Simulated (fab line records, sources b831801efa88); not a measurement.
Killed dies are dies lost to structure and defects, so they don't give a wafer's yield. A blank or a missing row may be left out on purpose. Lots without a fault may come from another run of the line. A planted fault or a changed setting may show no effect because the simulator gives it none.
One fault seen from 2 desks | flow sky130 | each desk has only its own numbers; what lay behind them comes last

THE METROLOGY DESK
What the gauges read, lot by lot, whatever tool the lot ran on: means of the sampled wafers that have a number. A lot is out of limits, marked OUT, if its mean lies more than 4 standard deviations from the usual mean; the brackets give that distance.
Columns: A = VT_ADJUST_PCH_TW at SKY_VT_ADJUST_PCH_TW_MEAS_10, usual 142.3; B = RES_XHIGH_RS at SKY_SD_N_RS_MEAS_18, usual 333.4 ohm/sq
lot  | first seen here | A     | B
L303 | day 10 00:10    | 141.4 | 333.2
L304 | day 10 06:38    | 142.3 | 331.0
L306 | day 10 19:43    | 142.6 | 333.0
L307 | day 11 10:01    | 143.7 | 333.1
L308 | day 11 13:08    | 143.8 | 332.7
L312 | day 12 22:04    | 142.1 | 334.0
L315 | day 13 21:04    | 141.1 | 333.1
L316 | day 14 22:28    | 141.6 | 334.0
L318 | day 15 19:34    | 141.0 | 333.4
L320 | day 16 16:31    | 142.8 | 332.3
L322 | day 17 06:02    | 141.2 | 333.1
L326 | day 18 15:47    | 141.9 | 334.3
L325 | day 18 17:32    | 141.3 | 333.8
This desk's finding: nothing out of limits on any of the 13 lots.

THE TOOL OWNER'S DESK: rie_diel-04
The tool's own readings at SKY_FIELD_ISO_ETCH_14 (etches BARC in N2/H2, stops on SiO2, time 45.9 s, target depth 60 nm): means of the sampled wafers that have a number, for each lot that ran on this tool. A lot is out of limits, marked OUT, if its mean lies more than 4 standard deviations from the usual mean; the brackets give that distance.
Columns: A = drypump_motor_current_A at SKY_FIELD_ISO_ETCH_14, usual 5.6 A; B = oes_product_au at SKY_FIELD_ISO_ETCH_14, usual 0.853 a.u.; C = run_length_s at SKY_FIELD_ISO_ETCH_14, usual 74.1 s; D = throttle_valve_pct at SKY_FIELD_ISO_ETCH_14, usual 13.224 %
lot  | first seen here | A   | B                | C               | D
L304 | day 2 10:03     | 5.8 | 0.854            | 73.8            | 13.227
L306 | day 2 19:52     | 5.6 | 0.854            | 73.9            | 13.224
L312 | day 4 03:37     | 5.6 | 0.852            | 74.1            | 13.229
L320 | day 5 19:49     | 5.6 | 0.878 (+5.3) OUT | 72.4 (-4.8) OUT | 13.224
L322 | day 6 11:05     | 5.7 | 0.888 (+7.3) OUT | 72.1 (-5.7) OUT | 13.215
This desk's finding: out of limits on L320, L322; first on L320, day 5 19:49 (oes_product_au at SKY_FIELD_ISO_ETCH_14). In limits: L304, L306, L312.

PUT TOGETHER
The tool owner's desk could have raised an alarm at day 5 19:49, on L320, L322.
The metrology desk saw nothing out of limits.
The metrology desk has L320, L322 on record, within its limits.
Of the lots named, all ran SKY_FIELD_ISO_ETCH_14 on rie_diel-04.

WHAT THE SIMULATOR HAD PUT IN
Process parameter drift: rie_diel-04, from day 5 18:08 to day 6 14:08, at SKY_FIELD_ISO_ETCH_14. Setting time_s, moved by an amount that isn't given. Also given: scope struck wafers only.
Lots struck among those shown: L320, L322.
Hours from the fault's start to each desk's first reading out of limits: the tool owner's desk, 2.
